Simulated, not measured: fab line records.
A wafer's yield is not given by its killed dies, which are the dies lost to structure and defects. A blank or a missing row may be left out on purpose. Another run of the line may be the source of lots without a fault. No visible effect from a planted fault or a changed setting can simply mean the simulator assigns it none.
Which tool was responsible? ; flow gf180mcu ; 42 wafers from 14 lots sampled at 4 of the route's 602 steps

WHAT THE GAUGES SHOWED, per wafer
GF_NWELL_TW_MEAS_11.
lot;measured;on;NWELL_TW
L156;day 3 07:09;film-metro-01;1577 1567 1581
L159;day 3 23:23;film-metro-04;1555 1561 1551
L160;day 4 05:43;film-metro-03;1568 1556 1565
L161;day 4 14:06;film-metro-01;1561 1572 1579
L162;day 4 17:16;film-metro-04;1558 1561 1552
L163;day 4 23:07;film-metro-01;1565 1571 1571
L164;day 5 05:23;film-metro-03;1561 1573 1560
L165;day 5 11:07;film-metro-01;1579 1575 1573
L167;day 5 20:02;film-metro-03;1565 1553 1569
L168;day 6 04:56;film-metro-03;1562 1554 1561
L172;day 7 00:50;film-metro-04;1547 1548 1548
L177;day 8 02:56;film-metro-03;1578 1571 1568
L178;day 8 06:50;film-metro-03;1571 1568 1575
L179;day 8 12:34;film-metro-03;1565 1573 1567

GF_LVPWELL_OVL_MEAS_07.
lot;measured;on;LVPWELL_OVL (nm)
L156;day 3 20:29;overlay-02;1.8 2.4 1.4
L159;day 4 12:50;overlay-02;-2.8 -1.5 -2.0
L160;day 4 19:28;overlay-02;-0.6 -0.1 -2.2
L161;day 5 03:44;overlay-02;2.6 0.9 1.4
L162;day 5 07:16;overlay-02;0.9 0.4 2.1
L163;day 5 13:31;overlay-02;-1.4 -1.9 -1.7
L164;day 5 19:53;overlay-02;3.6 1.9 1.1
L165;day 6 00:48;overlay-02;-0.6 -2.3 -0.8
L167;day 6 10:15;overlay-01;0.7 2.8 1.1
L168;day 6 19:53;overlay-02;-1.5 -2.5 -1.2
L172;day 7 15:59;overlay-02;1.8 2.5 0.4
L177;day 8 19:23;overlay-01;1.8 -1.2 0.4
L178;day 8 23:11;overlay-01;1.2 0.7 1.9
L179;day 9 05:28;overlay-02;-1.5 0.3 1.2

GF_VT_IMPLANT_TW_MEAS_21.
lot;measured;on;VT_IMPLANT_2_TW
L156;day 6 06:21;film-metro-02;1201 1197 1196
L159;day 7 01:05;film-metro-03;1198 1202 1200
L160;day 7 08:22;film-metro-02;1207 1204 1204
L161;day 7 16:42;film-metro-03;1202 1197 1191
L162;day 7 20:28;film-metro-02;1202 1202 1201
L163;day 8 02:16;film-metro-01;1212 1221 1215
L164;day 8 11:35;film-metro-01;1209 1209 1218
L165;day 8 15:57;film-metro-02;1200 1217 1204
L167;day 9 03:35;film-metro-03;1203 1198 1202
L168;day 9 13:11;film-metro-03;1193 1205 1203
L172;day 10 12:59;film-metro-03;1200 1205 1202
L177;day 11 21:20;film-metro-02;1208 1210 1208
L178;day 12 00:53;film-metro-03;1209 1206 1214
L179;day 12 08:51;film-metro-03;1210 1209 1208

EACH LOT AND THE TOOL THAT RAN IT (in order: tool; ch and the chambers of the sampled wafers; start)
lot;GF_VT_IMPLANT_SOFTBAKE_14
L156;litho-track-01 ch 0, day 5 21:56
L159;litho-track-03 ch 0, day 6 16:48
L160;litho-track-01 ch 0, day 7 00:26
L161;litho-track-04 ch 0, day 7 08:32
L162;litho-track-03 ch 0, day 7 12:35
L163;litho-track-01 ch 0, day 7 18:13
L164;litho-track-04 ch 0, day 8 02:57
L165;litho-track-03 ch 0, day 8 07:47
L167;litho-track-01 ch 0, day 8 18:22
L168;litho-track-04 ch 0, day 9 04:57
L172;litho-track-01 ch 0, day 10 04:00
L177;litho-track-03 ch 0, day 11 11:14
L178;litho-track-03 ch 0, day 11 15:02
L179;litho-track-01 ch 0, day 11 22:45
- GF_VT_IMPLANT_SOFTBAKE_14: time 60 s.

WHAT THE TOOLS THEMSELVES READ (means of the sampled wafers that have a number; where no wafer has one, the mark that the record gives instead)
GF_VT_IMPLANT_SOFTBAKE_14.
lot;tool;heater-power-total-W (W);run-length-s (s)
L156;litho-track-01;56.58;89.01
L159;litho-track-03;56.59;89.05
L160;litho-track-01;56.56;88.89
L161;litho-track-04;56.62;88.76
L162;litho-track-03;56.58;89.07
L163;litho-track-01;56.60;88.90
L164;litho-track-04;56.61;88.81
L165;litho-track-03;56.56;88.97
L167;litho-track-01;56.60;88.88
L168;litho-track-04;56.61;88.67
L172;litho-track-01;56.56;88.88
L177;litho-track-03;57.32;87.01
L178;litho-track-03;57.36;86.93
L179;litho-track-01;56.58;88.90

THE ANSWER, worked out from the rows above alone
Rule: the usual values come from the lots themselves. The widest of any qualifying gaps counts: lots, ordered by their means at a reading, are off when they make up no more than a third of the lots, leave a main group of 4 or more, and stand apart from it by 3 or more times the standard deviation of that group's means. A main group whose means are all the same, to the digits that the tables above print for the reading, isn't used. A lot without any number at a reading at which 4 lots or more have one is off too. All remaining lots with rows at the step are treated as sound. The gauges are gone through in route order, then the tools' own readings, and for those a lot's mean is taken as printed above. The first step at which some lot is off is used, and at that step the reading that is off furthest; a lot without a number counts as furthest.
Off: L177, L178, at GF_VT_IMPLANT_SOFTBAKE_14 (heater-power-total-W). Main group: mean 56.59 W, sd 0.02.
A tool fits if, at that step or a process step before it, it ran every lot that is off, and no sound lot after the first of them. One fits: GF_VT_IMPLANT_SOFTBAKE_14 on litho-track-03. Its last sound lot is L165 (day 8 07:47), its first lot that is off L177 (day 11 11:14): a fault that began between those two fits.
The tool's own readings at GF_VT_IMPLANT_SOFTBAKE_14 bear it out: on the lots that are off they differ by more than 5 times the standard deviation of the sound lots' means. heater-power-total-W reads 57.34 W there against 56.59 W on the sound lots; run-length-s reads 86.97 s there against 88.90 s on the sound lots.

WHAT THE SIMULATOR HAD PUT IN
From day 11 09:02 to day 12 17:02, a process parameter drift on litho-track-03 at GF_VT_IMPLANT_SOFTBAKE_14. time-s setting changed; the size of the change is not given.
Lots struck among those shown: L177, L178. The same result came from the rule above.
